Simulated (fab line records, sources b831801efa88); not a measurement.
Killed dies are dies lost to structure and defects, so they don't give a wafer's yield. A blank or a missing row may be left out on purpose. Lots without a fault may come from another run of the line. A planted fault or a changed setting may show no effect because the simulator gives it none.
Which tool did it? | flow sky130 | 14 lots, 42 wafers sampled, at 2 steps of a route of 708

WHAT THE GAUGES READ, wafer by wafer
The record holds no reading of a measuring or inspecting step that can be judged against a usual standard deviation.

WHICH TOOL RAN EACH LOT (tool, then ch and the chambers of the sampled wafers, then the start)
lot  | SKY_VIA1_CMP_02               | SKY_PAD_OPEN_PROBE_99
L102 | cmp-02 ch 1,2,3, day 32 04:42 | -
L103 | cmp-01 ch 0,1,3, day 32 13:40 | -
L105 | cmp-01 ch 0,2,3, day 33 09:05 | -
L106 | cmp-02 ch 0,2, day 33 18:18   | -
L107 | cmp-01 ch 0,1, day 33 23:56   | -
L111 | cmp-02 ch 1,2, day 36 15:46   | prober-02, day 48 09:47
L112 | cmp-01 ch 0,2, day 36 17:55   | prober-01, day 48 10:22
L113 | cmp-01 ch 1,2,3, day 36 21:09 | prober-02, day 48 11:19
L114 | cmp-01 ch 1,2,3, day 36 22:57 | prober-01, day 48 11:46
L115 | cmp-02 ch 0,1,3, day 37 03:26 | prober-02, day 48 16:14
L121 | cmp-01 ch 0,1,3, day 38 19:07 | -
L123 | cmp-01 ch 0,1,2, day 39 13:21 | prober-02, day 50 10:32
L124 | cmp-02 ch 0,1,2, day 39 14:26 | -
L125 | cmp-02 ch 0,2, day 39 16:29   | -
- SKY_VIA1_CMP_02: polishes SiO2.
- SKY_PAD_OPEN_PROBE_99

WHAT THE TOOLS THEMSELVES READ (means of the sampled wafers that have a number; where no wafer has one, the mark that the record gives instead)
SKY_VIA1_CMP_02. Usual: head_pressure_psi 4.001 psi, standard deviation 0.0099; motor_current_A 12.2 A, standard deviation 1.2.
lot  | tool   | head_pressure_psi (psi) | motor_current_A (A) | flag
L102 | cmp-02 | 3.999                   | 12.7                |
L103 | cmp-01 | 4.002                   | 12.7                |
L105 | cmp-01 | 4.002                   | 12.7                |
L106 | cmp-02 | 3.996                   | 12.2                |
L107 | cmp-01 | 4.010                   | 12.9                |
L111 | cmp-02 | 4.009                   | 13.4                |
L112 | cmp-01 | 3.992                   | 12.4                |
L113 | cmp-01 | 3.996                   | 12.0                |
L114 | cmp-01 | 4.000                   | 11.9                |
L115 | cmp-02 | 3.991                   | 11.7                |
L121 | cmp-01 | 3.997                   | 12.7                |
L123 | cmp-01 | 4.001                   | 12.2                |
L124 | cmp-02 | 4.000                   | 12.2                |
L125 | cmp-02 | 3.997                   | 12.7                |

SKY_PAD_OPEN_PROBE_99. Usual: defect_limited_yield 82.3 %, standard deviation 1.8; killed_at_M0_to_M3 44, standard deviation 7.2; killed_at_M4_up 3.1, standard deviation 1.8; killed_at_contacts 24, standard deviation 4.5; killed_at_front_end 16, standard deviation 4.4; killed_at_other 0.2, standard deviation 0.42; killed_dies 87, standard deviation 8.9; killed_on_rim 17, standard deviation 4.1; killed_open 48, standard deviation 6.4; killed_short 39, standard deviation 6.2; sort_bin_3_pad_short 0.9 %, standard deviation 0.46; sort_bin_5_function 10.5 %, standard deviation 1.6; sort_bin_6_memory 6.3 %, standard deviation 1.1; sort_n_pass 405, standard deviation 8.9; sort_yield_pct 82.3 %, standard deviation 1.8.
lot  | tool      | defect_limited_yield (%) | killed_at_M0_to_M3 | killed_at_M4_up | killed_at_contacts | killed_at_front_end | killed_at_other | killed_dies | killed_on_rim | killed_open | killed_short | sort_bin_3_pad_short (%) | sort_bin_5_function (%) | sort_bin_6_memory (%) | sort_n_pass | sort_yield_pct (%) | flag
L111 | prober-02 | 72.5                     | 98                 | 2.3             | 25                 | 10                  | 0.0             | 135         | 25            | 38          | 39           | 2.0                      | 17.5                    | 8.0                   | 357         | 72.5               | OFF
L112 | prober-01 | 82.5                     | 41                 | 3.7             | 27                 | 14                  | 0.0             | 86          | 14            | 47          | 39           | 0.9                      | 9.8                     | 6.7                   | 406         | 82.5               |
L113 | prober-02 | 82.1                     | 47                 | 3.0             | 21                 | 17                  | 0.3             | 88          | 17            | 49          | 39           | 1.4                      | 9.4                     | 7.0                   | 404         | 82.1               |
L114 | prober-01 | 83.6                     | 35                 | 4.0             | 25                 | 17                  | 0.0             | 81          | 14            | 40          | 41           | 0.6                      | 9.8                     | 6.0                   | 411         | 83.6               |
L115 | prober-02 | 71.3                     | 99                 | 4.0             | 22                 | 17                  | 0.0             | 141         | 30            | 50          | 37           | 1.6                      | 16.3                    | 10.8                  | 351         | 71.3               | OFF
L123 | prober-02 | 82.5                     | 41                 | 3.7             | 24                 | 17                  | 0.3             | 86          | 17            | 49          | 37           | 0.9                      | 10.1                    | 6.5                   | 406         | 82.5               |

THE ANSWER, worked out from the rows above alone
Rule: a lot is off if the mean of its wafers that have a number lies more than 3 standard deviations from the usual mean. A lot without any number at a reading at which 4 lots or more have one is off too. The other lots that the step has rows for count as sound. The gauges are gone through in route order, then the tools' own readings, and for those a lot's mean is taken as printed above. The first step at which some lot is off is used, and at that step the reading that is off furthest; a lot without a number counts as furthest.
Off: L111, L115, at SKY_PAD_OPEN_PROBE_99 (killed_at_M0_to_M3). Neither off nor sound, because the step has no rows for them: L102, L103, L105, L106, L107, L121, L124, L125.
A tool fits if, at that step or a process step before it, it ran every lot that is off, and no sound lot after the first of them. One fits: cmp-02 at SKY_VIA1_CMP_02. It ran no sound lot before its first lot that is off in this sample, so the start can't be narrowed down.

WHAT THE SIMULATOR HAD PUT IN
Chamber particle source: cmp-02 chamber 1, from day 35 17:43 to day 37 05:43, at SKY_VIA1_CMP_02. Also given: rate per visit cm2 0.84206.
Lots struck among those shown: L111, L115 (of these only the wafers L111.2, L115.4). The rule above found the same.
